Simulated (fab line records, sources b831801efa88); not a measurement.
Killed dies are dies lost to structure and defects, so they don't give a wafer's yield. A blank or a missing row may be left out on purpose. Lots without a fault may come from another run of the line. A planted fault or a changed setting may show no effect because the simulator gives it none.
A struck lot beside a sound one | flow sky130 | 18 steps out of a route of 708
Sound: wafers L372.2, L372.4, L372.6. Struck: wafers L387.1, L387.4, L387.6. The cause comes at the end.
At each step with rows: each side's tool, then ch and its chambers, then its first start. Under that, the readings that differ: sound wafers | struck wafers | difference of the means | sigmas: that difference in standard deviations of wafers without a fault.
alike: readings whose means differ by less than 2 such deviations, and words and numbers that are the same on both sides. not compared: withheld readings, readings that some wafer has no value for, bounds like >300 that may hide the same value, and numbers for which the record gives no deviation and whose values overlap.
The two part at a step that has a row with sigmas, a row that says differs or no value, or rows on one side only. Numbers that don't overlap but have no deviation are shown without sigmas and don't part them. A reading that every wafer of one side lacks parts them only if that side has two wafers or more.

first, 4 steps without rows for these wafers: SKY_VT_ADJUST_PCH_SOFTBAKE_03; SKY_VT_ADJUST_PCH_EXPOSE_04 (exposes mask NWM, target cd 840 nm); SKY_VT_ADJUST_PCH_PEB_05; SKY_VT_ADJUST_PCH_DEVELOP_06 (develop time 60 s).
SKY_VT_ADJUST_PCH_OVL_MEAS_07:
  sound on overlay-02, day 10 16:58; struck on overlay-01, day 15 13:56
  alike: VT_ADJUST_PCH_OVL
then, 1 step without rows for these wafers: SKY_VT_ADJUST_PCH_IMPLANT_08.
SKY_VT_ADJUST_PCH_STRIP_09: strips in O2/N2.
  sound on plasma_asher-01 ch 0,1, day 10 17:09; struck on plasma_asher-04 ch 0,1, day 15 14:07
  reading                     | sound          | struck         | difference | sigmas
  drypump_motor_current_A (A) | 6.37 6.38 6.03 | 5.79 5.91 5.80 | -0.43      | -2
  alike: oes_product_au, strip_time_to_endpoint_s
  not compared: rf_hours_counter_h
SKY_VT_ADJUST_PCH_TW_MEAS_10:
  sound on film_metro-01, day 10 17:16; struck on film_metro-02, day 15 14:13
  alike: VT_ADJUST_PCH_TW
then, 4 steps without rows for these wafers: SKY_SONOS_TUNNEL_DEHYDRATE_00 (time 60 s); SKY_SONOS_TUNNEL_HMDS_01 (prime time 60 s); SKY_SONOS_TUNNEL_COAT_02 (resist thk 1140 nm); SKY_SONOS_TUNNEL_SOFTBAKE_03 (time 60 s).
SKY_SONOS_TUNNEL_EXPOSE_04: exposes mask TUNM, target cd 410 nm.
  sound on iline_stepper-02 ch 0, day 11 04:17; struck on iline_stepper-02 ch 0, day 16 04:03
  reading              | sound                | struck               | difference | sigmas
  exposure_dose_mJ_cm2 | 135.79 136.01 135.66 | 104.33 104.20 104.34 | -31.53     | -99 or more
  alike: mask
then, 2 steps without rows for these wafers: SKY_SONOS_TUNNEL_PEB_05; SKY_SONOS_TUNNEL_DEVELOP_06 (develop time 60 s).
SKY_SONOS_TUNNEL_CD_MEAS_07: target cd 410 nm.
  sound on cd_sem-01, day 11 15:59; struck on cd_sem-01, day 16 18:40
  reading    | sound             | struck            | difference | sigmas
  cd_nm (nm) | 408.9 408.6 408.3 | 333.7 335.3 332.3 | -74.8      | -33
SKY_SONOS_TUNNEL_OVL_MEAS_08:
  sound on overlay-01, day 11 16:06; struck on overlay-01, day 16 18:47
  alike: SONOS_TUNNEL_OVL
-- the record jumps here: 33 days lie between the struck wafers' starts before and after (it left off in module SONOS_TUNNEL and takes up again in module PAD_OPEN, whose first step shown is number 708 of the route) --
SKY_PAD_OPEN_PROBE_99:
  sound on prober-02, day 46 00:20; struck on prober-02, day 50 01:41
  reading             | sound    | struck      | difference | sigmas
  killed_at_front_end | 9 31 22  | 256 258 294 | +249       | +55
  killed_dies         | 86 99 88 | 333 331 345 | +245       | +29
  killed_on_rim       | 16 16 15 | 95 96 92    | +79        | +22
  alike: killed_at_M0_to_M3, killed_at_M4_up, killed_at_contacts, killed_at_other, killed_open, killed_short

WHERE THEY PART
First at SKY_VT_ADJUST_PCH_STRIP_09; last, within this record, at SKY_PAD_OPEN_PROBE_99.

WHY: what the simulator had put in
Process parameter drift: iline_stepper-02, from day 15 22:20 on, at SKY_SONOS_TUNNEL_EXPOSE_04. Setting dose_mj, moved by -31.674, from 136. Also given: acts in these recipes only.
